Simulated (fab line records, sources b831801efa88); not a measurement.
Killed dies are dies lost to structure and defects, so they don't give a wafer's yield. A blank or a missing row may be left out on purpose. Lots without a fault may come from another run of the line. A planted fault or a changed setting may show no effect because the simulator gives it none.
Chamber matching | flow sky130 | SKY_VIA4_ETCH_12 on rie_diel-04: 4 sister chambers
The step etches SiO2 in C4F8/O2/Ar, stops on TiN, target depth 580 nm. 18 wafers are shown with their chamber, then 9 later ones without.

WAFERS WITH THEIR CHAMBER
wafer  | chamber | oes_product_au (a.u.)
L077.1 | 3       | 0.927
L077.4 | 1       | 0.932
L077.6 | 1       | 0.924
L080.2 | 3       | 0.918
L080.4 | 2       | 0.919
L080.6 | 1       | 0.924
L081.1 | 3       | 0.922
L081.4 | 1       | 0.927
L081.5 | 3       | 0.928
L083.1 | 0       | 0.923
L083.5 | 2       | 0.928
L083.6 | 3       | 0.923
L084.1 | 3       | 0.929
L084.3 | 2       | 0.924
L084.5 | 2       | 0.925
L085.1 | 0       | 0.933
L085.2 | 3       | 0.922
L085.3 | 1       | 0.927

SIGNATURES (means of the wafers above)
reading        | chamber 0 | chamber 1 | chamber 2 | chamber 3 | scatter within a chamber
oes_product_au | 0.92800   | 0.92680   | 0.92400   | 0.92414   | 0.00405
Rule: a wafer's distance from a chamber is the root of the sum, over the readings, of the square of ((its reading less the chamber's mean) divided by the reading's scatter). The wafer belongs to the nearest chamber; if the next one is less than 2 further off, it can't be placed. The scatter: the root of (the sum of the squares of (reading less its chamber's mean) over the shown wafers, divided by (wafers less chambers)).

WAFERS WITHOUT THEIR CHAMBER
wafer  | oes_product_au (a.u.)
L092.3 | 0.928
L092.4 | 0.925
L092.5 | 0.922
L093.2 | 0.918
L093.3 | 0.924
L093.4 | 0.930
L094.1 | 0.924
L094.4 | 0.931
L094.6 | 0.931

WHICH CHAMBER EACH WENT THROUGH
wafer  | from the rows above               | in truth
L092.3 | can't be placed: 0 or 1 or 3 or 2 | 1
L092.4 | can't be placed: 3 or 2 or 1 or 0 | 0
L092.5 | can't be placed: 2 or 3 or 1 or 0 | 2
L093.2 | can't be placed: 2 or 3 or 1 or 0 | 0
L093.3 | can't be placed: 2 or 3 or 1 or 0 | 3
L093.4 | can't be placed: 0 or 1 or 3 or 2 | 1
L094.1 | can't be placed: 2 or 3 or 1 or 0 | 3
L094.4 | can't be placed: 0 or 1 or 3 or 2 | 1
L094.6 | can't be placed: 0 or 1 or 3 or 2 | 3
Placed correctly: 0 of 9. Can't be placed from these rows: 9 (the true chamber is among the candidates in 9). Placed wrongly: 0.
